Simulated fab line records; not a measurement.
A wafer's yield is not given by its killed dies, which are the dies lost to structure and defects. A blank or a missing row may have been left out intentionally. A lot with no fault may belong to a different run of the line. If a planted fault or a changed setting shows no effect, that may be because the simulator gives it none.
fab line records -- flow sky130
[record] lots = 13, wafers = 39, last_day = 50
route steps=708 shown METAL2@503 VIA4@650 METAL5@667 PAD_OPEN@707
lots that met no fault: from a run of the same line without faults
start_h: the number of hours between the record's first day and the start of the first shown wafer of the lot -- wait_h: hours since the lot's step before -- " the same as in the row above -- L1.1+2: several wafers, shown together as one row -- - value missing, or start not given -- * or withheld: withheld -- < > ~ a bound
route shown NAME@n: NAME is a module with steps in the file, n the number in the route of the first one -- usual: the fault-free wafers' mean and standard deviation -- same: alike in all rows -- chamber/n: place in a boat -- sites: the reading at each site -- _std_site: the standard deviation of these -- _edge_site: inner sites' mean taken away from outer sites' mean -- radius_mm: how far each site lies from the wafer's centre -- mask NAME#n: copy n -- behind: the tool/chamber that last shaped the wafer -- hold: why the lot went on hold/how many hours it stayed there/how the hold came to an end -- device: which transistor (n, p or np) failed to switch -- end of line: tests run on the same wafers once the route is complete -- a step given without rows: its recipe and nothing more -- killed: count of dies lost to structure and defects at first sort (not the wafer's yield) -- map: dies across one wafer; x = killed, . = not, _ = none there
set.NAME: the run value of the setting; set.NAME@STEP: its run value at that earlier step -- model.NAME: the simulator's own value behind a step, which no gauge read
one table for each step of the route and one row for each wafer, over a sample of lots
services: a tool's chamber out of use, with start hour (start_h, from the record's first day; less than 0 if before it), hours out, and reason
[[steps]]
[step SKY_METAL2_STRIP_20]
[recipe] chemistry = O2/N2, power_w = 1400, pressure_mtorr = 1500, platen_temp_c = withheld, o2_flow_sccm = 3000, n2_flow_sccm = 300, overash_fraction = 0.5
[usual] drypump_motor_current_A = 5.9/0.45, oes_product_au = 0.343/0.0049, strip_time_to_endpoint_s = 2.70/0.045
lot.wafer,tool,chamber,start_h,wait_h,drypump_motor_current_A,oes_product_au,rf_hours_counter_h,strip_time_to_endpoint_s
L879.1,plasma_asher-04,0,830.05,0.1,6.0,0.342,8,2.72
L879.3,plasma_asher-04,1,830.05,0.1,5.4,0.338,-,2.74
L879.4,plasma_asher-04,0,830.05,0.1,6.0,0.346,-,2.75
L880.1,plasma_asher-04,1,831.30,0.1,5.4,0.340,8,2.66
L880.5,plasma_asher-04,0,831.30,0.1,6.0,0.350,-,2.72
L880.6,plasma_asher-04,1,831.30,0.1,5.4,0.339,-,2.64
L881.1,plasma_asher-02,0,837.35,0.1,6.8,0.336,41,2.66
L881.3,plasma_asher-02,1,837.35,0.1,5.8,0.349,-,2.66
L881.5,plasma_asher-02,0,837.35,0.1,6.8,0.337,-,2.72
L882.1,plasma_asher-04,1,847.89,0.1,5.4,0.341,10,2.64
L882.2,plasma_asher-04,0,847.89,0.1,6.1,0.345,10,2.77
L882.3,plasma_asher-04,0,847.89,0.1,6.0,0.345,-,2.72
L884.2,plasma_asher-04,1,864.14,0.1,5.4,0.348,12,2.73
L884.4,plasma_asher-04,1,864.14,0.1,5.5,0.329,-,2.74
L884.6,plasma_asher-04,0,864.14,0.1,6.0,0.345,-,2.72
L885.2,plasma_asher-03,0,864.49,0.1,5.7,0.345,101,2.79
L885.3,plasma_asher-03,1,864.49,0.1,5.7,0.347,-,2.78
L885.6,plasma_asher-03,0,864.49,0.1,5.7,0.343,-,2.76
L886.2,plasma_asher-04,1,874.24,0.1,5.4,0.347,13,2.70
L886.5,plasma_asher-04,1,874.24,0.1,5.4,0.343,-,2.72
L886.6,plasma_asher-04,0,874.24,0.1,6.1,0.349,-,2.79
L888.2,plasma_asher-02,0,890.84,0.1,6.8,0.341,46,2.64
L888.5,plasma_asher-02,1,890.84,0.1,5.7,0.340,-,2.64
L888.6,plasma_asher-02,0,890.84,0.1,6.8,0.338,-,2.63
L889.4,plasma_asher-02,1,896.89,0.1,5.8,0.344,-,2.74
L889.5,plasma_asher-02,0,896.89,0.1,6.8,0.346,-,2.74
L889.6,plasma_asher-02,1,896.89,0.1,5.8,0.346,-,2.67
L890.2,plasma_asher-02,1,901.70,0.1,5.7,0.338,47,2.65
L890.3,plasma_asher-02,0,901.70,0.1,6.8,0.348,-,2.74
L890.6,plasma_asher-02,1,901.70,0.1,5.7,0.343,-,2.69
L891.1,plasma_asher-02,0,907.80,0.1,6.8,0.355,48,2.74
L891.2,plasma_asher-02,1,907.80,0.1,5.7,0.341,48,2.66
L891.3,plasma_asher-02,1,907.80,0.1,5.7,0.337,-,2.68
L901.4,plasma_asher-04,1,983.63,0.1,5.4,0.337,-,2.66
L901.5,plasma_asher-04,0,983.63,0.1,6.1,0.341,-,2.66
L901.6,plasma_asher-04,1,983.63,0.1,5.5,0.342,-,2.71
L902.1,plasma_asher-04,1,991.20,0.1,5.4,0.341,23,2.71
L902.5,plasma_asher-04,0,991.20,0.1,6.1,0.344,-,2.70
L902.6,plasma_asher-04,1,991.20,0.1,5.4,0.343,-,2.62
[step SKY_VIA4_OVL_MEAS_11]
[usual] VIA4_OVL = 0.8/1.6
lot.wafer,tool,chamber,start_h,wait_h,VIA4_OVL[nm]
L879.1,overlay-01,-,1012.00,0.1,1.8
L879.3,overlay-01,-,1012.00,0.1,1.9
L879.4,overlay-01,-,1012.00,0.1,2.4
L880.1,overlay-01,-,1013.90,0.1,3.2
L880.5,overlay-01,-,1013.90,0.1,2.7
L880.6,overlay-01,-,1013.90,0.1,3.6
L881.1,overlay-02,-,1018.01,0.1,0.1
L881.3,overlay-02,-,1018.01,0.1,1.5
L881.5,overlay-02,-,1018.01,0.1,-0.4
L882.1,overlay-02,-,1029.55,0.1,1.5
L882.2,overlay-02,-,1029.55,0.1,-0.6
L882.3,overlay-02,-,1029.55,0.1,1.1
L884.2,overlay-02,-,1043.70,0.1,2.5
L884.4,overlay-02,-,1043.70,0.1,1.0
L884.6,overlay-02,-,1043.70,0.1,0.2
L885.2,overlay-02,-,1044.00,0.1,1.9
L885.3,overlay-02,-,1044.00,0.1,0.6
L885.6,overlay-02,-,1044.00,0.1,3.4
L886.2,overlay-02,-,1053.37,0.1,-0.8
L886.5,overlay-02,-,1053.37,0.1,0.0
L886.6,overlay-02,-,1053.37,0.1,-2.0
L888.2,overlay-02,-,1067.22,0.1,0.4
L888.5,overlay-02,-,1067.22,0.1,1.3
L888.6,overlay-02,-,1067.22,0.1,-1.0
L889.4,overlay-02,-,1073.96,0.1,3.2
L889.5,overlay-02,-,1073.96,0.1,1.1
L889.6,overlay-02,-,1073.96,0.1,0.8
L890.2,overlay-02,-,1077.45,0.1,0.1
L890.3,overlay-02,-,1077.45,0.1,-0.9
L890.6,overlay-02,-,1077.45,0.1,1.5
L891.1,overlay-01,-,1082.95,0.1,-1.0
L891.2,overlay-01,-,1082.95,0.1,-1.6
L891.3,overlay-01,-,1082.95,0.1,0.0
L901.4,overlay-01,-,1143.03,0.1,1.3
L901.5,overlay-01,-,1143.03,0.1,0.0
L901.6,overlay-01,-,1143.03,0.1,0.4
L902.1,overlay-01,-,1147.92,0.1,-1.2
L902.5,overlay-01,-,1147.92,0.1,0.9
L902.6,overlay-01,-,1147.92,0.1,0.7
[step SKY_METAL5_THK_MEAS_06]
[recipe] thk_meas_gauge = xrf, reads = AlCu_of_METAL5_SPUTTER_02
[usual] METAL5_ALCU_THK = 1125/13
lot.wafer,tool,chamber,start_h,wait_h,METAL5_ALCU_THK[nm]
L879.1,film_metro-04,-,1013.68,0.1,1122
L879.3,film_metro-04,-,1013.68,0.1,1113
L879.4,film_metro-04,-,1013.68,0.1,1113
L880.1,film_metro-04,-,1015.59,0.1,1123
L880.5,film_metro-04,-,1015.59,0.1,1121
L880.6,film_metro-04,-,1015.59,0.1,1120
L881.1,film_metro-01,-,1019.70,0.1,1124
L881.3,film_metro-01,-,1019.70,0.1,1122
L881.5,film_metro-01,-,1019.70,0.1,1118
L882.1,film_metro-04,-,1031.33,0.1,1090
L882.2,film_metro-04,-,1031.33,0.1,1107
L882.3,film_metro-04,-,1031.33,0.1,1112
L884.2,film_metro-03,-,1045.39,0.1,1096
L884.4,film_metro-03,-,1045.39,0.1,1123
L884.6,film_metro-03,-,1045.39,0.1,1114
L885.2,film_metro-03,-,1045.69,0.1,1113
L885.3,film_metro-03,-,1045.69,0.1,1135
L885.6,film_metro-03,-,1045.69,0.1,1117
L886.2,film_metro-04,-,1055.07,0.1,1113
L886.5,film_metro-04,-,1055.07,0.1,1134
L886.6,film_metro-04,-,1055.07,0.1,1121
L888.2,film_metro-04,-,1068.91,0.1,1138
L888.5,film_metro-04,-,1068.91,0.1,1125
L888.6,film_metro-04,-,1068.91,0.1,1145
L889.4,film_metro-01,-,1075.69,0.1,1103
L889.5,film_metro-01,-,1075.69,0.1,1124
L889.6,film_metro-01,-,1075.69,0.1,1104
L890.2,film_metro-04,-,1079.17,0.1,1126
L890.3,film_metro-04,-,1079.17,0.1,1122
L890.6,film_metro-04,-,1079.17,0.1,1133
L891.1,film_metro-04,-,1084.92,0.1,1148
L891.2,film_metro-04,-,1084.92,0.1,1158
L891.3,film_metro-04,-,1084.92,0.1,1123
L901.4,film_metro-03,-,1144.86,0.1,1136
L901.5,film_metro-03,-,1144.86,0.1,1132
L901.6,film_metro-03,-,1144.86,0.1,1129
L902.1,film_metro-03,-,1149.60,0.1,1129
L902.5,film_metro-03,-,1149.60,0.1,1108
L902.6,film_metro-03,-,1149.60,0.1,1122
[step SKY_PAD_OPEN_BOW_MEAS_13]
[recipe] mode = bow
[usual] PAD_OPEN_BOW = 49/8.7
lot.wafer,tool,chamber,start_h,wait_h,PAD_OPEN_BOW[um]
L879.1,film_metro-02,-,1084.44,-,47
L879.3,film_metro-02,-,1084.44,-,54
L879.4,film_metro-02,-,1084.44,-,58
L880.1,film_metro-03,-,1085.67,-,69
L880.5,film_metro-03,-,1085.67,-,51
L880.6,film_metro-03,-,1085.67,-,63
L881.1,film_metro-02,-,1088.59,-,48
L881.3,film_metro-02,-,1088.59,-,59
L881.5,film_metro-02,-,1088.59,-,51
L882.1,film_metro-03,-,1100.44,-,48
L882.2,film_metro-03,-,1100.44,-,34
L882.3,film_metro-03,-,1100.44,-,45
L884.2,film_metro-03,-,1111.28,-,54
L884.4,film_metro-03,-,1111.28,-,56
L884.6,film_metro-03,-,1111.28,-,39
L885.2,film_metro-02,-,1111.87,-,41
L885.3,film_metro-02,-,1111.87,-,40
L885.6,film_metro-02,-,1111.87,-,37
L886.2,film_metro-03,-,1121.63,-,46
L886.5,film_metro-03,-,1121.63,-,53
L886.6,film_metro-03,-,1121.63,-,58
L888.2,film_metro-03,-,1132.29,-,54
L888.5,film_metro-03,-,1132.29,-,42
L888.6,film_metro-03,-,1132.29,-,60
L889.4,film_metro-04,-,1139.72,-,32
L889.5,film_metro-04,-,1139.72,-,52
L889.6,film_metro-04,-,1139.72,-,41
L890.2,film_metro-02,-,1142.25,-,52
L890.3,film_metro-02,-,1142.25,-,52
L890.6,film_metro-02,-,1142.25,-,34
L891.1,film_metro-02,-,1146.70,-,53
L891.2,film_metro-02,-,1146.70,-,36
L891.3,film_metro-02,-,1146.70,-,56
L901.4,film_metro-04,-,1200.87,-,50
L901.5,film_metro-04,-,1200.87,-,45
L901.6,film_metro-04,-,1200.87,-,48
L902.1,film_metro-02,-,1203.61,-,42
L902.5,film_metro-02,-,1203.61,-,26
L902.6,film_metro-02,-,1203.61,-,41
[step SKY_PAD_OPEN_PROBE_99]
[usual] defect_limited_yield = 82.4/1.9, killed_at_M0_to_M3 = 44/6.5, killed_at_M4_up = 2.9/1.7, killed_at_contacts = 24/5.7, killed_at_front_end = 16/4.4, killed_at_other = 0.2/0.48, killed_dies = 87/9.6, killed_open = 48/6.7, killed_short = 38/6.2, sort_bin_3_pad_short = 0.8/0.39, sort_bin_5_function = 10.5/1.6, sort_bin_6_memory = 6.4/1, sort_n_pass = 405/9.5, sort_yield_pct = 82.3/1.9
[same] gross_dies = 492, killed_at_back_side = 0, sort_bin_4_leakage[%] = 0, sort_bin_8_speed[%] = 0
lot.wafer,tool,chamber,start_h,wait_h,defect_limited_yield[%],killed_at_M0_to_M3,killed_at_M4_up,killed_at_contacts,killed_at_front_end,killed_at_other,killed_dies,killed_open,killed_short,sort_bin_3_pad_short[%],sort_bin_5_function[%],sort_bin_6_memory[%],sort_n_pass,sort_yield_pct[%]
L901.4,prober-01,-,1201.08,0.2,84.1,42,3,21,12,0,78,39,38,1.2,8.5,6.1,414,84.1
L901.5,prober-01,-,1201.13,0.2,75.4,87,5,18,11,0,121,46,30,2.8,14.8,6.9,371,75.4
L901.6,prober-01,-,1201.18,0.2,84.8,48,2,17,8,0,75,40,35,1.8,7.9,5.5,417,84.8
L902.1,prober-02,-,1203.73,0.1,81.7,52,3,23,12,0,90,48,42,0.2,11.8,6.3,402,81.7
L902.5,prober-02,-,1203.93,0.2,73.6,88,6,19,17,0,130,50,39,1.4,16.9,8.1,362,73.6
L902.6,prober-02,-,1203.98,0.2,80.7,54,4,19,18,0,95,50,45,1.4,11.0,6.9,397,80.7
// killed by level:class
L901.4 CONTACT:geometric_particle:open=9 VIA1:geometric_particle:open=9 VIA3:geometric_particle:open=8 METAL1:geometric_particle:short=7 CONTACT:geometric_particle:short=5 METAL2:geometric_particle:short=5 FIELD_ISO:geometric_particle:open=4 VIA1:geometric_particle:short=4
L901.5 METAL2:unspecified=44 VIA1:geometric_particle:open=10 VIA3:geometric_particle:open=9 METAL2:geometric_particle:short=7 CONTACT:geometric_particle:open=6 VIA2:geometric_particle:open=5 FIELD_ISO:geometric_particle:open=4 LI_CONTACT:geometric_particle:short=4
L901.6 VIA1:geometric_particle:open=9 VIA3:geometric_particle:open=7 METAL2:geometric_particle:short=6 CONTACT:geometric_particle:open=6 METAL1:geometric_particle:short=6 VIA1:geometric_particle:short=5 METAL3:geometric_particle:short=5 LOCAL_INTERCONNECT:geometric_particle:open=4
L902.1 VIA1:geometric_particle:open=10 VIA3:geometric_particle:open=9 CONTACT:geometric_particle:open=8 METAL2:geometric_particle:short=8 LI_CONTACT:geometric_particle:open=6 METAL1:geometric_particle:short=6 VIA2:geometric_particle:open=5 POLY_CUT:geometric_particle:short=3
L902.5 METAL2:unspecified=41 VIA1:geometric_particle:open=11 CONTACT:geometric_particle:open=8 VIA3:geometric_particle:open=6 LI_CONTACT:geometric_particle:open=6 METAL3:geometric_particle:short=6 FIELD_ISO:geometric_particle:open=5 VIA2:geometric_particle:open=5
L902.6 METAL1:geometric_particle:short=10 VIA1:geometric_particle:open=10 CONTACT:geometric_particle:open=9 VIA3:geometric_particle:open=7 LI_CONTACT:geometric_particle:open=6 VIA1:geometric_particle:short=6 FIELD_ISO:geometric_particle:open=5 VIA2:geometric_particle:short=5
[[services]]
tool,chamber,start_h,hours,kind
plasma_asher-02,-,810.74,1.0,repair
plasma_asher-04,-,834.37,0.3,repair
plasma_asher-02,-,855.45,4.8,repair
plasma_asher-04,-,887.75,15.6,pm
[[key]]
[first_sign] step = SKY_PAD_OPEN_PROBE_99, reading = killed_at_M0_to_M3, direction = up, sigmas = 6.7, usual = 44, struck = 88
[effect] step = SKY_PAD_OPEN_PROBE_99, reading = sort_n_pass, direction = down, sigmas = 4.1, usual = 405, struck = 366
met_at SKY_METAL2_STRIP_20
struck_lots L901,L902
struck_wafers L901.5,L902.5
not_acting_at SKY_VIA4_OVL_MEAS_11,SKY_METAL5_THK_MEAS_06,SKY_PAD_OPEN_BOW_MEAS_13
onset_between 874.24 983.63
[fault] kind = chamber_particle_source, tool = plasma_asher-04, chamber = 0, onset_h = 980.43, steps = SKY_METAL2_STRIP_20, rate_per_visit_cm2 = 0.5514, end_h = 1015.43
